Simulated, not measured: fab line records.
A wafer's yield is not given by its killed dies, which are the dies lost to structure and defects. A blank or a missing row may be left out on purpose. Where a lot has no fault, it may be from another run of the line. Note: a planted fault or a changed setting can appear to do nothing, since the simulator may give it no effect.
fab line records + flow sky130 + part 2 of 2: steps 32 to 43 of 43
[record]
- lots = 5
- wafers = 15
- last_day = 48
route steps=708 shown POLY_CUT@309 SD_P@320 RES_XHIGH@332 SD_N@342
lots with no fault: from the same line, run without faults
start_h: hours from the record's opening day to when the first of the lot's shown wafers began + wait_h: hours elapsed since this lot's preceding step + " same as the row above + L1.1+2: a row that stands for several wafers + - no value present, or no start provided + * or withheld: withheld + < > ~ a bound
route shown NAME@n: NAME is a module with steps in the file, n the number in the route of the first one + usual: mean/standard deviation of fault-free wafers + same: alike in all rows + chamber/n: place in a boat + sites: readings site by site + _std_site: the standard deviation of these + _edge_site: outer sites' mean less inner sites' + radius_mm: for every site, how far away it sits from the centre of the wafer + mask NAME#n: copy n + behind: tool/chamber where the wafer was last shaped + hold: cause of the lot's hold/its duration in hours/its outcome + device: the n, p or np transistor that did not switch + end of line: at the end of the route, the tests of the same wafers + for a step that has no rows: nothing shown but its recipe + killed: the dies lost at the first sort to structure and to defects; this is not the yield of the wafer + map: a wafer's dies, marking killed ones x, the rest . and places with no die _
set.NAME: the setting as run; set.NAME@STEP: as run at that earlier step + model.NAME: the simulator's own value behind a step, which no gauge read
lots seen at some steps along the route; tables by step, rows by wafer
services: when a tool's chamber went out of use (start_h, in hours from the record's first day, below 0 if earlier), for how many hours, and the reason
[[steps]]
[step SKY_RES_XHIGH_STRIP_08]
[recipe]
- chemistry = O2/N2
- power_w = 1400
- pressure_mtorr = 1500
- platen_temp_c = withheld
- o2_flow_sccm = 3000
- n2_flow_sccm = 300
- overash_fraction = 0.5
[usual]
- drypump_motor_current_A = 5.7/0.49
- oes_product_au = 0.711/0.0041
- strip_time_to_endpoint_s = 14.28/0.043
[same]
- overash_fraction = 0.5
| lot.wafer | tool            | chamber | start_h | wait_h | drypump_motor_current_A | oes_product_au | rf_hours_counter_h | strip_time_to_endpoint_s |
|-----------|-----------------|---------|---------|--------|-------------------------|----------------|--------------------|--------------------------|
| L077.3    | plasma_asher-01 | 0       | 642.52  | 0.1    | 5.3                     | 0.707          | -                  | 14.30                    |
| L077.4    | "               | 1       | "       | "      | 6.2                     | 0.710          | -                  | 14.28                    |
| L077.6    | "               | 1       | "       | "      | 6.2                     | 0.712          | -                  | 14.24                    |
| L084.1    | plasma_asher-02 | 1       | 697.38  | 0.1    | 5.1                     | 0.712          | 99                 | 14.24                    |
| L084.4    | "               | 1       | "       | "      | 5.1                     | 0.719          | -                  | 14.20                    |
| L084.6    | "               | 1       | "       | "      | 5.1                     | 0.713          | -                  | 14.24                    |
| L086.1    | plasma_asher-01 | 1       | 716.10  | 0.1    | 6.2                     | 0.711          | 59                 | 14.30                    |
| L086.2    | "               | 0       | "       | "      | 5.3                     | 0.707          | 59                 | 14.26                    |
| L086.6    | "               | 0       | "       | "      | 5.3                     | 0.704          | -                  | 14.24                    |
| L087.2    | plasma_asher-04 | 1       | 725.29  | 0.1    | 5.1                     | 0.713          | 27                 | 14.30                    |
| L087.4    | "               | 1       | "       | "      | 5.1                     | 0.702          | -                  | 14.31                    |
| L087.6    | "               | 0       | "       | "      | 5.2                     | 0.717          | -                  | 14.30                    |
| L090.3    | plasma_asher-01 | 0       | 739.12  | 0.1    | 5.3                     | 0.713          | -                  | 14.25                    |
| L090.5    | "               | 1       | "       | "      | 6.2                     | 0.713          | -                  | 14.28                    |
| L090.6    | "               | 0       | "       | "      | 5.3                     | 0.716          | -                  | 14.27                    |
[step SKY_RES_XHIGH_TW_MEAS_09]
[usual]
- RES_XHIGH_TW = 1641/22
| lot.wafer | tool          | chamber | start_h | wait_h | RES_XHIGH_TW |
|-----------|---------------|---------|---------|--------|--------------|
| L077.3    | film_metro-01 | -       | 642.60  | 0.1    | 1649         |
| L077.4    | "             | -       | "       | "      | 1653         |
| L077.6    | "             | -       | "       | "      | 1642         |
| L084.1    | film_metro-03 | -       | 697.48  | 0.1    | 1655         |
| L084.4    | "             | -       | "       | "      | 1649         |
| L084.6    | "             | -       | "       | "      | 1648         |
| L086.1    | film_metro-03 | -       | 716.20  | 0.1    | 1652         |
| L086.2    | "             | -       | "       | "      | 1656         |
| L086.6    | "             | -       | "       | "      | 1650         |
| L087.2    | film_metro-02 | -       | 725.40  | 0.1    | 1600         |
| L087.4    | "             | -       | "       | "      | 1613         |
| L087.6    | "             | -       | "       | "      | 1605         |
| L090.3    | film_metro-02 | -       | 739.21  | 0.1    | 1609         |
| L090.5    | "             | -       | "       | "      | 1606         |
| L090.6    | "             | -       | "       | "      | 1612         |
[step SKY_SD_N_DEHYDRATE_00]
[recipe]
- temp_c = 200
- time_s = 60
[usual]
- plate_temp_C = 200.03/0.16
| lot.wafer | tool           | chamber | start_h | wait_h | plate_temp_C |
|-----------|----------------|---------|---------|--------|--------------|
| L077.3    | litho_track-01 | 0       | 655.78  | 13.2   | 200.06       |
| L077.4    | "              | 0       | "       | "      | 200.11       |
| L077.6    | "              | 0       | "       | "      | 199.85       |
| L084.1    | litho_track-03 | 0       | 710.70  | 13.2   | 200.20       |
| L084.4    | "              | 0       | "       | "      | 200.05       |
| L084.6    | "              | 0       | "       | "      | 199.94       |
| L086.1    | litho_track-01 | 0       | 729.88  | 13.7   | 200.07       |
| L086.2    | "              | 0       | "       | "      | 199.78       |
| L086.6    | "              | 0       | "       | "      | 199.70       |
| L087.2    | litho_track-02 | 0       | 737.08  | 11.7   | 199.86       |
| L087.4    | "              | 0       | "       | "      | 199.68       |
| L087.6    | "              | 0       | "       | "      | 199.94       |
| L090.3    | litho_track-02 | 0       | 752.40  | 13.2   | 200.17       |
| L090.5    | "              | 0       | "       | "      | 200.17       |
| L090.6    | "              | 0       | "       | "      | 199.91       |
[step SKY_SD_N_HMDS_01]
[recipe]
- prime_time_s = 60
- prime_temp_c = 120
| lot.wafer  | tool           | chamber | start_h | wait_h |
|------------|----------------|---------|---------|--------|
| L077.3+4+6 | litho_track-01 | 0       | 655.93  | 0.1    |
| L084.1+4+6 | litho_track-03 | 0       | 710.85  | 0.1    |
| L086.1+2+6 | litho_track-01 | 0       | 730.03  | 0.1    |
| L087.2+4+6 | litho_track-02 | 0       | 737.23  | 0.1    |
| L090.3+5+6 | litho_track-02 | 0       | 752.55  | 0.1    |
[step SKY_SD_N_COAT_02]
[recipe]
- resist = NOVOLAK
- spin_rpm = 3000
- resist_thk_nm = 1140
| lot.wafer  | tool           | chamber | start_h | wait_h |
|------------|----------------|---------|---------|--------|
| L077.3+4+6 | litho_track-01 | 0       | 656.08  | 0.1    |
| L084.1+4+6 | litho_track-03 | 0       | 711.00  | 0.1    |
| L086.1+2+6 | litho_track-01 | 0       | 730.18  | 0.1    |
| L087.2+4+6 | litho_track-02 | 0       | 737.38  | 0.1    |
| L090.3+5+6 | litho_track-02 | 0       | 752.70  | 0.1    |
[step SKY_SD_N_SOFTBAKE_03]
[recipe]
- temp_c = 90
- time_s = 60
- resist = NOVOLAK
[usual]
- plate_temp_C = 89.98/0.12
| lot.wafer | tool           | chamber | start_h | wait_h | plate_temp_C |
|-----------|----------------|---------|---------|--------|--------------|
| L077.3    | litho_track-01 | 0       | 656.23  | 0.1    | 89.91        |
| L077.4    | "              | 0       | "       | "      | 89.90        |
| L077.6    | "              | 0       | "       | "      | 90.03        |
| L084.1    | litho_track-03 | 0       | 711.15  | 0.1    | 89.87        |
| L084.4    | "              | 0       | "       | "      | 89.88        |
| L084.6    | "              | 0       | "       | "      | 89.90        |
| L086.1    | litho_track-01 | 0       | 730.33  | 0.1    | 90.00        |
| L086.2    | "              | 0       | "       | "      | 89.99        |
| L086.6    | "              | 0       | "       | "      | 90.06        |
| L087.2    | litho_track-02 | 0       | 737.53  | 0.1    | 89.75        |
| L087.4    | "              | 0       | "       | "      | 89.87        |
| L087.6    | "              | 0       | "       | "      | 89.94        |
| L090.3    | litho_track-02 | 0       | 752.85  | 0.1    | 89.94        |
| L090.5    | "              | 0       | "       | "      | 90.04        |
| L090.6    | "              | 0       | "       | "      | 90.06        |
[step SKY_SD_N_EXPOSE_04]
[recipe]
- mask_id = NSDM
- na = 0.6
- source_shape = conventional
- sigma_outer = 0.6
- polarization = unpolarized
- target_cd_nm = 380
- dose_mj = 141
[same]
- na = 0.6
| lot.wafer  | tool             | chamber | start_h | wait_h | mask   |
|------------|------------------|---------|---------|--------|--------|
| L077.3+4+6 | iline_stepper-01 | 0       | -       | -      | NSDM#0 |
| L084.1+4+6 | iline_stepper-02 | 0       | -       | -      | NSDM#0 |
| L086.1+2+6 | iline_stepper-01 | 0       | -       | -      | NSDM#0 |
| L087.2+4+6 | iline_stepper-02 | 0       | -       | -      | NSDM#0 |
| L090.3+5+6 | iline_stepper-02 | 0       | -       | -      | NSDM#0 |
[step SKY_SD_N_PEB_05]
[recipe]
- temp_c = withheld
- time_s = *
- resist = NOVOLAK
| lot.wafer  | tool           | chamber | start_h | wait_h |
|------------|----------------|---------|---------|--------|
| L077.3+4+6 | litho_track-03 | 0       | -       | -      |
| L084.1+4+6 | litho_track-02 | 0       | -       | -      |
| L086.1+2+6 | litho_track-01 | 0       | -       | -      |
| L087.2+4+6 | litho_track-03 | 0       | -       | -      |
| L090.3+5+6 | litho_track-02 | 0       | -       | -      |
[step SKY_SD_N_DEVELOP_06]
[recipe]
- resist = NOVOLAK
- developer = TMAH
- develop_time_s = 60
- dev_temp_c = 23
| lot.wafer  | tool           | chamber | start_h | wait_h |
|------------|----------------|---------|---------|--------|
| L077.3+4+6 | litho_track-03 | 0       | 670.20  | 0.1    |
| L084.1+4+6 | litho_track-02 | 0       | 725.30  | 0.1    |
| L086.1+2+6 | litho_track-01 | 0       | 743.98  | 0.1    |
| L087.2+4+6 | litho_track-03 | 0       | 751.07  | 0.1    |
| L090.3+5+6 | litho_track-02 | 0       | 765.80  | 0.1    |
[step SKY_SD_N_CD_MEAS_07]
[recipe]
- target_cd_nm = 380
[usual]
- cd_nm = 380.1/3
| lot.wafer | tool      | chamber | start_h | wait_h | cd_nm |
|-----------|-----------|---------|---------|--------|-------|
| L077.3    | cd_sem-02 | -       | 670.34  | 0.1    | 377.1 |
| L077.4    | "         | -       | "       | "      | 372.9 |
| L077.6    | "         | -       | "       | "      | 376.8 |
| L084.1    | cd_sem-01 | -       | 725.45  | 0.1    | 381.0 |
| L084.4    | "         | -       | "       | "      | 383.2 |
| L084.6    | "         | -       | "       | "      | 383.0 |
| L086.1    | cd_sem-02 | -       | 744.13  | 0.1    | 375.7 |
| L086.2    | "         | -       | "       | "      | 374.3 |
| L086.6    | "         | -       | "       | "      | 373.8 |
| L087.2    | cd_sem-01 | -       | 753.26  | 2.2    | 373.0 |
| L087.4    | "         | -       | "       | "      | 375.7 |
| L087.6    | "         | -       | "       | "      | 376.3 |
| L090.3    | cd_sem-01 | -       | 765.94  | 0.1    | 383.9 |
| L090.5    | "         | -       | "       | "      | 383.4 |
| L090.6    | "         | -       | "       | "      | 382.2 |
[step SKY_SD_N_OVL_MEAS_08]
[usual]
- SD_N_OVL = -0.5/1.6
| lot.wafer | tool       | chamber | start_h | wait_h | SD_N_OVL[nm] |
|-----------|------------|---------|---------|--------|--------------|
| L077.3    | overlay-01 | -       | 670.43  | 0.1    | -0.4         |
| L077.4    | "          | -       | "       | "      | 1.1          |
| L077.6    | "          | -       | "       | "      | 1.0          |
| L084.1    | overlay-02 | -       | 725.57  | 0.1    | 0.4          |
| L084.4    | "          | -       | "       | "      | 1.2          |
| L084.6    | "          | -       | "       | "      | 0.1          |
| L086.1    | overlay-02 | -       | 744.25  | 0.1    | 0.5          |
| L086.2    | "          | -       | "       | "      | 1.7          |
| L086.6    | "          | -       | "       | "      | 1.0          |
| L087.2    | overlay-02 | -       | 753.36  | 0.1    | -3.0         |
| L087.4    | "          | -       | "       | "      | -1.7         |
| L087.6    | "          | -       | "       | "      | -2.7         |
| L090.3    | overlay-01 | -       | 766.03  | 0.1    | -5.3         |
| L090.5    | "          | -       | "       | "      | -2.7         |
| L090.6    | "          | -       | "       | "      | -3.8         |
[step SKY_SD_N_IMPLANT_09]
[recipe]
- species = As
- energy_kev = 50
- dose_cm2 = 4e+15
- tilt_deg = 0
[usual]
- tilt_deg = 0.000/0.018
| lot.wafer | tool         | chamber | start_h | wait_h | tilt_deg |
|-----------|--------------|---------|---------|--------|----------|
| L077.3    | implanter-04 | 0       | 670.50  | 0.1    | 0.018    |
| L077.4    | "            | 0       | "       | "      | 0.011    |
| L077.6    | "            | 0       | "       | "      | 0.012    |
| L084.1    | implanter-03 | 0       | 725.61  | 0.0    | 0.022    |
| L084.4    | "            | 0       | "       | "      | -0.005   |
| L084.6    | "            | 0       | "       | "      | -0.004   |
| L086.1    | implanter-03 | 0       | 744.29  | 0.0    | -0.034   |
| L086.2    | "            | 0       | "       | "      | -0.009   |
| L086.6    | "            | 0       | "       | "      | 0.010    |
| L087.2    | implanter-01 | 0       | 753.42  | 0.0    | -0.008   |
| L087.4    | "            | 0       | "       | "      | -0.001   |
| L087.6    | "            | 0       | "       | "      | 0.006    |
| L090.3    | implanter-01 | 0       | 766.11  | 0.1    | 0.015    |
| L090.5    | "            | 0       | "       | "      | -0.003   |
| L090.6    | "            | 0       | "       | "      | 0.043    |
[[services]]
| tool             | chamber | start_h | hours | kind   |
|------------------|---------|---------|-------|--------|
| iline_stepper-01 | -       | 559.31  | 1.7   | pm     |
| plasma_asher-01  | -       | 562.07  | 1.5   | repair |
| implanter-03     | -       | 565.69  | 6.3   | repair |
| krf_scanner-02   | -       | 570.20  | 10.9  | repair |
| plasma_asher-03  | -       | 571.94  | 4.1   | repair |
| plasma_asher-03  | -       | 584.82  | 1.6   | repair |
| iline_stepper-01 | -       | 586.00  | 3.8   | repair |
| implanter-01     | -       | 587.77  | 3.9   | pm     |
| krf_scanner-02   | -       | 601.95  | 1.0   | pm     |
| plasma_asher-02  | -       | 618.76  | 0.7   | repair |
| plasma_asher-03  | -       | 621.27  | 2.5   | repair |
| implanter-03     | -       | 626.24  | 1.5   | repair |
| plasma_asher-01  | -       | 636.05  | 6.1   | repair |
| iline_stepper-02 | -       | 644.69  | 1.2   | repair |
| iline_stepper-02 | -       | 645.99  | 6.8   | repair |
| implanter-03     | -       | 648.35  | 10.5  | repair |
| rie_diel-01      | -       | 648.67  | 0.6   | repair |
| iline_stepper-02 | -       | 668.61  | 4.4   | pm     |
| iline_stepper-02 | -       | 689.86  | 1.7   | pm     |
| iline_stepper-02 | -       | 693.10  | 2.7   | repair |
| implanter-01     | -       | 700.94  | 17.6  | pm     |
| rie_diel-01      | 0       | 731.64  | 6.9   | repair |
| plasma_asher-02  | -       | 733.80  | 9.0   | pm     |
| iline_stepper-01 | -       | 764.59  | 1.7   | repair |
